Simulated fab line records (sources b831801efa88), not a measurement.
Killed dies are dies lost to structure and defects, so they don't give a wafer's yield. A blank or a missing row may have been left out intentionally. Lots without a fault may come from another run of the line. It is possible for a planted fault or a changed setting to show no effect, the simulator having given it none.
Comparing a struck lot with a sound one	flow sky130	35 out of 708 route steps
Sound: these wafers, L442.1, L442.2, L442.5. Wafers L431.1, L431.4, L431.6 were the ones struck. The cause is given at the end.
Per side, at each step with rows, come the tool, then ch with its chambers, and then its first start. Under that, the readings that differ: sound wafers	struck wafers	difference of the means	sigmas: that difference in standard deviations of wafers without a fault.
alike: readings whose means differ by less than 2 such deviations, and words and numbers that are the same on both sides. not compared: withheld readings, readings that some wafer has no value for, bounds like >300 that may hide the same value, and numbers for which the record gives no deviation and whose values overlap.
Wherever a step has rows on one side only, a row that says differs or no value, or a row with sigmas, the two part there. Numbers that don't overlap but have no deviation are shown without sigmas and don't part them. A reading missing from all wafers of one side parts the sides only when that side holds two or more wafers.

first, 10 steps without rows for these wafers: SKY_POLY_CUT_ETCH_10 (etches BARC in N2/H2, stops on SiO2, time 45.9 s, target depth 60 nm); SKY_POLY_CUT_ETCH_11 (etches Si3N4 in CF4/CH2F2/Ar, stops on poly-Si, time 42.5 s, target depth 60 nm); SKY_POLY_CUT_STRIP_12 (strips in O2/N2); SKY_SD_P_DEHYDRATE_00 (time 60 s); SKY_SD_P_HMDS_01 (prime time 60 s); SKY_SD_P_COAT_02 (resist thk 1140 nm); SKY_SD_P_SOFTBAKE_03 (time 60 s); SKY_SD_P_EXPOSE_04 (exposes mask PSDM, target cd 380 nm); SKY_SD_P_PEB_05; SKY_SD_P_DEVELOP_06 (develop time 60 s).
SKY_SD_P_IMPLANT_09:
  sound on implanter-04 ch 0, day 32 11:19; struck on implanter-03 ch 0, day 28 14:03
reading	sound	struck	difference	sigmas
beam-on-s (s)	15.3 14.8 14.6	12.4 12.8 12.6	-2.3	-4
dose-ions-cm2	3.003e+15 3.004e+15 3e+15	2.381e+15 2.379e+15 2.383e+15	-6.213e+14	-99 or more
SKY_SD_P_STRIP_10: strips in O2/N2.
  sound on plasma-asher-02 ch 0,1, day 32 11:28; struck on plasma-asher-03 ch 0,1, day 28 14:12
reading	sound	struck	difference	sigmas
oes-product-au (a.u.)	0.621 0.613 0.610	0.623 0.628 0.626	+0.011	+2
strip-time-to-endpoint-s (s)	17.48 17.46 17.46	17.03 17.06 17.07	-0.41	-13
  alike: drypump-motor-current-A
  not compared: rf-hours-counter-h
then, 21 steps without rows for these wafers: SKY_RES_XHIGH_DEHYDRATE_00 (time 60 s); SKY_RES_XHIGH_HMDS_01 (prime time 60 s); SKY_RES_XHIGH_COAT_02 (resist thk 1140 nm); SKY_RES_XHIGH_SOFTBAKE_03 (time 60 s); SKY_RES_XHIGH_EXPOSE_04 (exposes mask URPM, target cd 1270 nm); SKY_RES_XHIGH_PEB_05; SKY_RES_XHIGH_DEVELOP_06 (develop time 60 s); SKY_RES_XHIGH_IMPLANT_07; SKY_RES_XHIGH_STRIP_08 (strips in O2/N2); SKY_SD_N_DEHYDRATE_00 (time 60 s); SKY_SD_N_HMDS_01 (prime time 60 s); SKY_SD_N_COAT_02 (resist thk 1140 nm); SKY_SD_N_SOFTBAKE_03 (time 60 s); SKY_SD_N_EXPOSE_04 (exposes mask NSDM, target cd 380 nm); SKY_SD_N_PEB_05; SKY_SD_N_DEVELOP_06 (develop time 60 s); SKY_SD_N_IMPLANT_09; SKY_SD_N_IMPLANT_10; SKY_SD_N_STRIP_11 (strips in O2/N2); SKY_SD_N_CLEAN_13 (cleans in SC1/SC2, time 150 s); SKY_SD_N_RTA_14 (time 2 s).
-- the record jumps here: 2 days lie between the struck wafers' starts before and after --
SKY_SD_N_RS_MEAS_17: the measuring method here is four-point-probe.
  sound on film-metro-02, day 34 17:52; struck on film-metro-01, day 30 23:37
reading	sound	struck	difference	sigmas
SD_P_RS (ohm/sq)	146.7 146.5 146.7	152.1 151.6 151.7	+5.2	+11
-- the record jumps here: 17 days lie between the struck wafers' starts before and after (it left off in module SD_N and takes up again in module PAD_OPEN, whose first step shown is number 708 of the route) --
SKY_PAD_OPEN_PROBE_99:
  sound on prober-02, day 50 14:22; struck on prober-01, day 47 22:42
reading	sound	struck	difference	sigmas
killed_at_M4_up	3 5 6	0 2 0	-4	-2
model.etest.res-high-po.line-ohm-um	755 748.1 750	930.5 899.1 882.8	+153.1	
model.etest.licon-high-po.rc-ohm	356.5 340.3 340.5	501.7 491.4 467.1	+141.0	
model.etest.res-pdiff.line-ohm-um	1365 1379 1340	1485 1453 1480	+111	
model.etest.res-high-po.rs-ohm-sq	263.9 266.5 261.2	318.2 313.3 308.9	+49.6	
model.etest.licon-pdiff.rc-ohm	575.8 550.4 558.7	621.6 618.2 641.4	+65.4	
model.etest.res-pdiff-hv.rs-ohm-sq	193.8 191.9 192.6	208 207.5 207.4	+15	
model.etest.res-pdiff.rs-ohm-sq	196.8 195.2 197.4	211.4 212.8 212.4	+15.7	
  alike: killed_at_M0_to_M3, killed-at-contacts, killed-at-front-end, killed-at-other, killed-dies, killed-open, killed-short

WHERE THEY PART
Earliest at SKY_SD_P_IMPLANT_09; latest, in this record, at SKY_PAD_OPEN_PROBE_99.

WHY: whatever the simulator had introduced
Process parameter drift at SKY_SD_P_IMPLANT_09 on implanter-03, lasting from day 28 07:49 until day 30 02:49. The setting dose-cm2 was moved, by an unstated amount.
